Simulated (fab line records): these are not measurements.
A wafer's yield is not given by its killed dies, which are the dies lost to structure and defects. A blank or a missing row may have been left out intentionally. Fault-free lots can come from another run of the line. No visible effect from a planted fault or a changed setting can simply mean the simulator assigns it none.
Problem report, 8D (eight disciplines) form, completed by code + flow sky130 + the parts of the form that need people (team, actions taken, sign-off) are left out

== 1. WHAT IS WRONG ==
Wafers without a fault read 3000 sccm, standard deviation 8.9; o2_flow_sccm at SKY_CAP2M_STRIP_14 reads a mean of 2398 sccm on 6 wafers belonging to 2 lots. That is -68 standard deviations from the usual mean.
The step: strips in O2/N2.
Seen first at day 44 22:32 on plasma_asher-04, wafer L805.1. Wafers with a number at this step in the record: 33, from 11 lots. By rule, "out" or "out of limits" means more than 4 standard deviations away from the usual mean. All remaining wafers that have a number are taken as sound.

== 2. WHAT IT IS, WHAT IT ISN'T ==
| question                    | is                     | is not                                                                                 |
|-----------------------------|------------------------|----------------------------------------------------------------------------------------|
| which readings at this step | o2_flow_sccm           | drypump_motor_current_A                                                                |
| which lots                  | L805, L806             | L790, L792, L793, L796, L800, L807, L809, L811, L812                                   |
| which wafers of those lots  | all that have a number | -                                                                                      |
| read on which tools         | plasma_asher-04        | plasma_asher-01, plasma_asher-03                                                       |
| when                        | from day 44 22:32      | up to then (15 sound wafers); but 12 sound wafers of L807, L809, L811, L812 came after |

== 3. SUSPECTS, AND WHAT RULES EACH OUT ==
Counting: a tool at a process step up to the reading stays a suspect if it ran every lot that is out and no sound lot after the first of them.
- plasma_asher-04 at SKY_CAP2M_STRIP_14 (strips in O2/N2): kept. It ran every lot that is out, first L805 (day 44 22:32), and no sound lot after that; its last sound lot up to then is L796 (day 42 08:50). On those wafers its own readings are out: o2_flow_sccm.
The count leaves plasma_asher-04 at SKY_CAP2M_STRIP_14.

== 4. THE CAUSE (what the simulator had put in) ==
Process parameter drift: plasma_asher-04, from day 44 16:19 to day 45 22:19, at SKY_CAP2M_STRIP_14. Setting o2_flow_sccm, moved by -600, from 3000. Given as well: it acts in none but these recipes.
This tool alone remained once counting was done.

== 5. THE EFFECT CHAIN, in route order ==
Each row: a reading whose mean over the struck wafers that have a number lies more than 3 standard deviations from the usual. Readings are gone through only where the record gives a usual standard deviation; hours: the median, over the lots, of the time from a lot's start at the first step in this table giving one to that lot's start at this step; sigmas: the change measured in usual standard deviations.
| hours | step               | reading      | usual     | on struck wafers | change | sigmas |
|-------|--------------------|--------------|-----------|------------------|--------|--------|
| 0     | SKY_CAP2M_STRIP_14 | o2_flow_sccm | 3000 sccm | 2398             | -602   | -68    |
The process steps in it:
- SKY_CAP2M_STRIP_14: strips in O2/N2.

== 6. HOW IT WOULD HAVE BEEN CAUGHT EARLIER ==
First out-of-limits reading in this record: day 44 22:32, which is 6 hours after fault onset at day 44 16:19.
